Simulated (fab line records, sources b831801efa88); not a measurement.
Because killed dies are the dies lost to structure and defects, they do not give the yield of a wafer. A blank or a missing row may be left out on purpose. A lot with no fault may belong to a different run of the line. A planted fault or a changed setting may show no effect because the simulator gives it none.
Which tool did it? | flow gf180mcu | Sampling: 6 lots, 18 wafers, 2 of 602 route steps

## WHAT EACH GAUGE READ, for each wafer
GF_V1_THK_MEAS_01.
lot  | measured     | on            | V1_CVD_00_THK (nm)
L490 | day 17 18:45 | film-metro-01 | 602 599 594
L491 | day 18 14:32 | film-metro-01 | 304 592 606 304 592 606
L495 | day 19 18:39 | film-metro-04 | 598 601 596
L502 | day 22 06:20 | film-metro-01 | 589 591 601
L505 | day 23 12:50 | film-metro-04 | 601 608 597
L509 | day 24 11:25 | film-metro-03 | 606 602 595

## TOOL THAT RAN EACH LOT (tool first, then ch and the chambers of the sampled wafers, then the start)
lot  | GF_V1_CVD_00
L490 | hdpcvd-02 ch 0,1,2, day 17 18:40
L491 | hdpcvd-02 ch 0,1,2, day 18 14:28
L495 | hdpcvd-01 ch 0,2, day 19 18:35
L502 | hdpcvd-02 ch 1,2, day 22 06:14
L505 | hdpcvd-01 ch 0,1, day 23 12:45
L509 | hdpcvd-01 ch 0,1,2, day 24 11:20
- GF_V1_CVD_00: deposits SiO2, target thk 600 nm, time 100 s.

## THE ANSWER, worked out from the rows above alone
Rule: usual is defined by the lots themselves. Put in order of their means at a reading, lots are off if they are a third of the lots or fewer, leave a main group of 4 or more, and stand apart from it by a gap of 3 or more times the standard deviation of the main group's means; of several such gaps the widest counts. If all means in a main group match to the digits the tables above print for the reading, that group is not used. A lot without any number at a reading at which 4 lots or more have one is off too. The other lots that the step has rows for count as sound.
Off: L491, at GF_V1_THK_MEAS_01 (V1_CVD_00_THK). The main group: mean 599 nm, standard deviation 2.9.
A tool fits if, at a process step before that reading, it ran every lot that is off, and no sound lot after the first of them. Gauges at GF_V1_THK_MEAS_01: tried the same way as those tools. None of those tried fits.

## WHAT THE SIMULATOR PUT IN
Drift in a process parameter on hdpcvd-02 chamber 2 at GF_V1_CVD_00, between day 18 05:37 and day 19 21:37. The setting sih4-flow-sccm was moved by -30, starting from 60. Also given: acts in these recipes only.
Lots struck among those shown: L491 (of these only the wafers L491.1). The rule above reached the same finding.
